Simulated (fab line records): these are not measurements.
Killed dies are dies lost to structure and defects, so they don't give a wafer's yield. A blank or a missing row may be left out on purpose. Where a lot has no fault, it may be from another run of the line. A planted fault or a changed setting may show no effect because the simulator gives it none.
fab line records	flow sky130
record: lots: 6	wafers: 18	last-day: 50
route steps=708 shown SONOS_TUNNEL@156 SONOS_ONO@168 PAD_OPEN@708
lots untouched by any fault: they come from a run of this same line in which no faults occurred
start-h: hours from the record's first day to the start of the lot's first wafer shown	wait-h: hours from the lot's prior step to this one	" identical to the entry in the row above	L1.1+2: a row that stands for several wafers	- value missing, or start not given	* or withheld: withheld	< > ~ a bound
route shown NAME@n: NAME is a module with steps in the file, n the number in the route of the first one	usual: mean/standard deviation of fault-free wafers	same: alike in all rows	chamber/n: place in a boat	sites: each site's reading	_std_site: their standard deviation	_edge_site: outer sites' mean less inner sites'	radius-mm: for every site, how far away it sits from the centre of the wafer	mask NAME#n: copy n	behind: tool/chamber where the wafer was last shaped	hold: why the lot was held/for how many hours/how that ended	device: whichever transistor did not switch (one of n, p or np)	end of line: the route-end tests of the same wafers	for a step that has no rows: nothing shown but its recipe	killed: at the first sort, the dies lost to defects and structure; wafer yield is something else	map: the dies of a wafer, with x for killed, . for not killed, _ for no die there
set.NAME: the setting the step ran with; set.NAME@STEP: the setting that earlier step ran with	model.NAME: the simulator's own value behind a step, which no gauge read
certain route steps with their lots: each step a table, each wafer a row
services: from which hour (start-h, from the record's first day; less than 0 if before it) a tool's chamber was out of use, for how many hours, and why
== steps ==
step: SKY_SONOS_TUNNEL_COAT_02
recipe: resist: NOVOLAK	spin-rpm: 3000	resist-thk-nm: 1140
step: SKY_SONOS_TUNNEL_SOFTBAKE_03
recipe: temp-c: 90	time-s: 60	resist: NOVOLAK
step: SKY_SONOS_TUNNEL_EXPOSE_04
recipe: mask-id: TUNM	na: 0.6	source-shape: conventional	sigma-outer: 0.6	polarization: unpolarized	target-cd-nm: 410	dose-mj: 136
step: SKY_SONOS_TUNNEL_PEB_05
recipe: temp-c: withheld	time-s: *	resist: NOVOLAK
step: SKY_SONOS_TUNNEL_DEVELOP_06
recipe: resist: NOVOLAK	developer: TMAH	develop-time-s: 60	dev-temp-c: 23
step: SKY_SONOS_TUNNEL_CD_MEAS_07
recipe: target-cd-nm: 410
usual: cd-nm: 410.2/2.3
lot.wafer	tool	chamber	start-h	wait-h	cd-nm
L441.1	cd-sem-01	-	331.97	0.1	410.1
L441.2	"	-	"	"	410.6
L441.5	"	-	"	"	410.8
L442.1	cd-sem-02	-	334.36	0.1	411.7
L442.3	"	-	"	"	413.1
L442.5	"	-	"	"	415.0
L449.3	cd-sem-01	-	405.40	0.1	410.0
L449.5	"	-	"	"	410.7
L449.6	"	-	"	"	411.5
L451.2	cd-sem-01	-	410.32	0.1	409.6
L451.4	"	-	"	"	410.5
L451.5	"	-	"	"	412.9
L452.1	cd-sem-01	-	414.85	0.1	410.9
L452.4	"	-	"	"	408.3
L452.5	"	-	"	"	408.3
L455.3	cd-sem-01	-	443.06	0.1	409.0
L455.4	"	-	"	"	409.9
L455.5	"	-	"	"	411.7
step: SKY_SONOS_TUNNEL_OVL_MEAS_08
usual: SONOS_TUNNEL_OVL: 0.5/1.1
lot.wafer	tool	chamber	start-h	wait-h	SONOS_TUNNEL_OVL[nm]
L441.1	overlay-02	-	332.09	0.1	0.6
L441.2	"	-	"	"	0.3
L441.5	"	-	"	"	1.4
L442.1	overlay-02	-	334.48	0.1	2.1
L442.3	"	-	"	"	1.1
L442.5	"	-	"	"	0.2
L449.3	overlay-01	-	405.49	0.1	-0.2
L449.5	"	-	"	"	1.6
L449.6	"	-	"	"	1.1
L451.2	overlay-01	-	410.43	0.1	0.5
L451.4	"	-	"	"	0.1
L451.5	"	-	"	"	-0.3
L452.1	overlay-01	-	414.97	0.1	1.8
L452.4	"	-	"	"	2.6
L452.5	"	-	"	"	0.4
L455.3	overlay-01	-	443.15	0.1	1.8
L455.4	"	-	"	"	-0.1
L455.5	"	-	"	"	0.7
step: SKY_SONOS_TUNNEL_IMPLANT_09
recipe: species: B	energy-kev: 20	dose-cm2: 1e+12	tilt-deg: withheld
step: SKY_SONOS_TUNNEL_WET_ETCH_10
recipe: chemistry: dHF	target-depth-nm: 14	target: SiO2	dilution: 100:1	temp-c: 25	time-s: 280
step: SKY_SONOS_TUNNEL_STRIP_11
recipe: chemistry: SPM	time-s: 600	temp-c: 130
step: SKY_SONOS_TUNNEL_TW_MEAS_12
usual: SONOS_TUNNEL_TW: 199/3
lot.wafer	tool	chamber	start-h	wait-h	SONOS_TUNNEL_TW
L441.1	film-metro-01	-	332.53	0.0	194
L441.2	"	-	"	"	195
L441.5	"	-	"	"	194
L442.1	film-metro-04	-	334.94	0.0	201
L442.3	"	-	"	"	200
L442.5	"	-	"	"	201
L449.3	film-metro-03	-	405.96	0.0	200
L449.5	"	-	"	"	199
L449.6	"	-	"	"	200
L451.2	film-metro-04	-	410.93	0.1	204
L451.4	"	-	"	"	203
L451.5	"	-	"	"	204
L452.1	film-metro-01	-	415.42	0.0	195
L452.4	"	-	"	"	195
L452.5	"	-	"	"	194
L455.3	film-metro-03	-	443.62	0.0	200
L455.4	"	-	"	"	200
L455.5	"	-	"	"	199
step: SKY_SONOS_TUNNEL_CLEAN_13
recipe: chemistry: dHF	time-s: 20	dilution: 100:1	dry: ipa-marangoni
step: SKY_SONOS_ONO_OXIDATION_00
recipe: temp-c: 800	ambient: O2	idle-temp-c: 700	ramp-up-c-per-min: 10	ramp-down-c-per-min: 3	stabilise-s: 600	purge-s: 300	target-thk-a: 26	ox-time-s: 1249
usual: spike-tc-centre-C: 801.5/1.8	spike-tc-upper-C: 800.2/1.1	zone-power-centre-pct: 17.0/1.6	zone-power-top-pct: 27.8/0.52	zone-power-upper-pct: 14.6/1.4
lot.wafer	tool	chamber	start-h	wait-h	spike-tc-centre-C	spike-tc-upper-C	zone-power-centre-pct	zone-power-top-pct	zone-power-upper-pct
L441.1	furnace-02	0	334.41	1.8	801.1	800.7	15.9	27.8	13.4
L441.2	"	0	"	"	803.7	798.7	15.8	27.3	13.6
L441.5	"	0	"	"	802.6	802.2	15.6	27.8	13.6
L442.1	furnace-02	0	335.76	0.7	803.8	800.7	16.0	27.2	13.4
L442.3	"	0	"	"	804.2	799.2	16.2	27.2	13.6
L442.5	"	0	"	"	803.0	799.4	15.7	27.4	13.7
L449.3	furnace-02	0	406.02	0.0	805.7	768.3	20.6	32.6	3.8
L449.5	"	0	"	"	805.6	767.8	21.2	34.0	3.8
L449.6	"	0	"	"	807.3	767.5	20.7	33.5	3.8
L451.2	furnace-01	0	414.09	3.1	798.1	799.6	19.5	28.6	16.3
L451.4	"	0	"	"	800.1	801.3	19.3	28.4	16.6
L451.5	"	0	"	"	800.2	800.0	19.3	28.7	16.5
L452.1	furnace-02	0	418.37	2.9	806.9	768.8	20.9	33.6	3.8
L452.4	"	0	"	"	807.8	766.1	20.9	33.3	3.8
L452.5	"	0	"	"	808.4	767.7	20.9	33.0	3.7
L455.3	furnace-01	0	444.62	0.9	799.0	799.8	19.4	28.3	16.6
L455.4	"	0	"	"	799.8	803.2	19.2	28.3	16.4
L455.5	"	0	"	"	798.4	800.4	19.0	28.3	16.4
step: SKY_SONOS_ONO_THK_MEAS_01
recipe: reads: SiO2_of_SONOS_ONO_OXIDATION_00
usual: SONOS_ONO_OXIDATION_THK: 2.57/0.056
lot.wafer	tool	chamber	start-h	wait-h	SONOS_ONO_OXIDATION_THK[nm]
L441.1	film-metro-02	-	335.76	0.0	2.70
L441.2	"	-	"	"	2.70
L441.5	"	-	"	"	2.66
L442.1	film-metro-01	-	337.10	0.0	2.59
L442.3	"	-	"	"	2.58
L442.5	"	-	"	"	2.66
L449.3	film-metro-03	-	407.38	0.0	2.56
L449.5	"	-	"	"	2.54
L449.6	"	-	"	"	2.60
L451.2	film-metro-02	-	415.45	0.0	2.59
L451.4	"	-	"	"	2.56
L451.5	"	-	"	"	2.55
L452.1	film-metro-02	-	419.72	0.0	2.55
L452.4	"	-	"	"	2.49
L452.5	"	-	"	"	2.51
L455.3	film-metro-03	-	445.99	0.0	2.57
L455.4	"	-	"	"	2.54
L455.5	"	-	"	"	2.48
step: SKY_PAD_OPEN_PROBE_99
usual: killed_at_M0_to_M3: 45/7.5	killed_at_M4_up: 2.8/1.9	killed-at-contacts: 25/5.5	killed-at-front-end: 14/4	killed-at-other: 0.3/0.75	killed-dies: 87/9.4	killed-open: 47/6.6	killed-short: 39/6.6
same: gross-dies: 492	killed-at-back-side: 0
lot.wafer	tool	chamber	start-h	wait-h	killed_at_M0_to_M3	killed_at_M4_up	killed-at-contacts	killed-at-front-end	killed-at-other	killed-dies	killed-open	killed-short
L441.1	prober-02	-	1139.63	0.1	41	4	18	13	0	76	45	31
L441.2	prober-02	-	1139.68	0.1	38	5	21	19	0	83	48	35
L441.5	prober-02	-	1139.83	0.2	34	2	24	22	0	82	46	36
L451.2	prober-01	-	1189.57	0.1	45	2	25	17	0	89	53	36
L451.4	prober-01	-	1189.67	0.2	54	7	21	12	0	94	51	42
L451.5	prober-01	-	1189.72	0.2	46	2	24	13	0	85	50	35
L452.1	prober-02	-	1196.17	0.1	46	2	29	16	0	93	41	52
L452.4	prober-02	-	1196.32	0.2	48	0	28	12	0	88	57	31
L452.5	prober-02	-	1196.37	0.2	43	4	31	12	1	91	46	45
killed by level:class
L441.1 VIA1:geometric-particle:open=11 CONTACT:geometric-particle:open=7 LI_CONTACT:geometric-particle:open=6 VIA1:geometric-particle:short=6 VIA3:geometric-particle:open=6 FIELD_ISO:geometric-particle:open=4 VIA2:geometric-particle:short=4 FIELD_ISO:geometric-particle:short=3
L441.2 VIA3:geometric-particle:open=12 VIA1:geometric-particle:open=8 CONTACT:geometric-particle:open=7 LI_CONTACT:geometric-particle:open=6 FIELD_ISO:geometric-particle:short=5 CONTACT:geometric-particle:short=5 FIELD_ISO:geometric-particle:open=4 METAL1:geometric-particle:short=4
L441.5 CONTACT:geometric-particle:open=12 VIA1:geometric-particle:open=8 FIELD_ISO:geometric-particle:open=7 POLY_GATE:geometric-particle:short=6 VIA2:geometric-particle:open=6 METAL1:geometric-particle:short=5 POLY_GATE:geometric-particle:open=4 LOCAL_INTERCONNECT:geometric-particle:short=4
L451.2 CONTACT:geometric-particle:open=16 VIA1:geometric-particle:open=11 VIA1:geometric-particle:short=8 VIA3:geometric-particle:open=6 VIA2:geometric-particle:open=6 LI_CONTACT:geometric-particle:open=4 CONTACT:geometric-particle:short=4 METAL1:geometric-particle:short=4
L451.4 VIA1:geometric-particle:open=17 CONTACT:geometric-particle:open=9 CONTACT:geometric-particle:short=8 VIA3:geometric-particle:open=7 VIA1:geometric-particle:short=6 VIA3:geometric-particle:short=5 VIA2:geometric-particle:open=5 FIELD_ISO:geometric-particle:short=4
L451.5 VIA3:geometric-particle:open=11 VIA1:geometric-particle:open=9 CONTACT:geometric-particle:open=8 LI_CONTACT:geometric-particle:open=7 METAL1:geometric-particle:short=7 VIA1:geometric-particle:short=7 VIA2:geometric-particle:open=5 CONTACT:geometric-particle:short=5
L452.1 CONTACT:geometric-particle:open=13 METAL2:geometric-particle:short=9 VIA1:geometric-particle:open=7 VIA2:geometric-particle:short=7 CONTACT:geometric-particle:short=6 POLY_GATE:geometric-particle:short=5 VIA3:geometric-particle:open=5 POLY_GATE:geometric-particle:open=4
L452.4 CONTACT:geometric-particle:open=15 VIA1:geometric-particle:open=11 VIA3:geometric-particle:open=10 METAL1:geometric-particle:short=8 LI_CONTACT:geometric-particle:open=6 VIA2:geometric-particle:open=6 VIA1:geometric-particle:short=4 POLY_GATE:geometric-particle:open=3
L452.5 CONTACT:geometric-particle:open=12 VIA1:geometric-particle:open=8 VIA3:geometric-particle:open=8 LI_CONTACT:geometric-particle:open=7 VIA1:geometric-particle:short=7 LOCAL_INTERCONNECT:geometric-particle:short=5 VIA2:geometric-particle:short=5 POLY_GATE:geometric-particle:short=4
== services ==
tool	chamber	start-h	hours	kind
furnace-02	-	375.52	3.0	pm
furnace-01	-	409.29	3.5	pm
== key ==
first-sign: step: SKY_SONOS_ONO_OXIDATION_00	reading: spike-tc-upper-C	direction: down	sigmas: 30	usual: 800.2	struck: 767.7
effect: step: SKY_SONOS_ONO_OXIDATION_00	reading: zone-power-top-pct	direction: up	sigmas: 10	usual: 27.8	struck: 33.3
met-at SKY_SONOS_ONO_OXIDATION_00
struck-wafers L449.3,L449.5,L449.6,L452.1,L452.4,L452.5
tester-left-out L449,L452
onset-between 335.76 406.02
fault: kind: process-parameter-drift	tool: furnace-02	chamber: -	onset-h: 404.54	steps: SKY_SONOS_ONO_OXIDATION_00	channel: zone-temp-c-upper	offset: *	shape: step	end-h: 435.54
tester-left-out: of these lots the tester's yield and bins aren't shown, on N5 and GAA mostly nor the transistor test; their killed dies are dies lost to structure and defects alone, not to doping, threshold or leakage, so they don't give the yield
